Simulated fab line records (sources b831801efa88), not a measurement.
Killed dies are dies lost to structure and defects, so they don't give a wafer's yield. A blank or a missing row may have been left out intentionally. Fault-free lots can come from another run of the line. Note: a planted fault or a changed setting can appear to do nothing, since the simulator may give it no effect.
2 desks, one fault	flow sky130	numbers are kept per desk, each desk with only its own; the story behind them comes last

## TOOL OWNER'S DESK, implanter-03
SKY_VT_ADJUST_LVTN_IMPLANT_08, tool's own readings: per-lot mean of the sampled wafers with a number, covering each lot this tool ran. The brackets show how far a lot's mean lies from the usual mean; more than 4 standard deviations puts the lot out of limits, marked OUT.
Columns: A = beam-energy-keV at SKY_VT_ADJUST_LVTN_IMPLANT_08, usual 30.000; B = beam-on-s at SKY_VT_ADJUST_LVTN_IMPLANT_08, usual 9.98 s
lot	first seen here	A	B
L440	day 7 18:14	30.004	10.05
L441	day 7 21:21	29.995	10.16
L444	day 8 14:06	30.002	10.10
L445	day 8 20:45	30.010	10.06
L449	day 9 19:42	29.984	9.98
L450	day 10 02:24	31.411 (+99 or more) OUT	9.90
L454	day 11 16:39	31.401 (+99 or more) OUT	10.09
This desk finds L450, L454 out of limits, L450 being first, at day 10 02:24 (beam-energy-keV at SKY_VT_ADJUST_LVTN_IMPLANT_08). L440, L441, L444, L445, L449: within limits.

## METROLOGY DESK
Lot by lot, what the gauges showed, no matter which tool ran the lot: averages of those sampled wafers that carry a number. The brackets show how far a lot's mean lies from the usual mean; more than 4 standard deviations puts the lot out of limits, marked OUT.
Columns: A = FIELD_ISO_OXIDATION_00_THK at SKY_FIELD_ISO_THK_MEAS_02, usual 12.01 nm; B = LI_CONTACT_HDPCVD_THK at SKY_LI_CONTACT_THK_MEAS_01, usual 929 nm
lot	first seen here	A	B
L440	day 1 23:29	12.12	932
L441	day 2 03:55	12.20	925
L442	day 2 09:27	12.00	939
L444	day 2 19:13	12.22	922
L445	day 3 01:07	11.77	942
L446	day 3 04:50	12.03	923
L449	day 3 18:39	12.18	913
L450	day 3 23:38	12.14	934
L451	day 4 05:46	12.10	924
L452	day 4 10:02	11.63	927
L454	day 4 19:38	12.21	932
L455	day 5 00:39	12.09	944
L461	day 6 09:08	12.37	932
Finding of this desk: none of the 13 lots has anything out of limits.

## PUT TOGETHER
On L450, L454, at day 10 02:24, an alarm was possible from the tool owner's desk.
Metrology desk: nothing out of limits seen.
The metrology desk holds a record of L450, L454, inside its limits.
All the named lots went through SKY_VT_ADJUST_LVTN_IMPLANT_08 on implanter-03.

## WHAT THE SIMULATOR HAD INSERTED
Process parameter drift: implanter-03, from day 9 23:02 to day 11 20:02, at SKY_VT_ADJUST_LVTN_IMPLANT_08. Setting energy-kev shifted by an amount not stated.
Shown lots that were struck: L450, L454.
Each desk's first reading out of limits, in hours after the fault started: the tool owner's desk, 3.
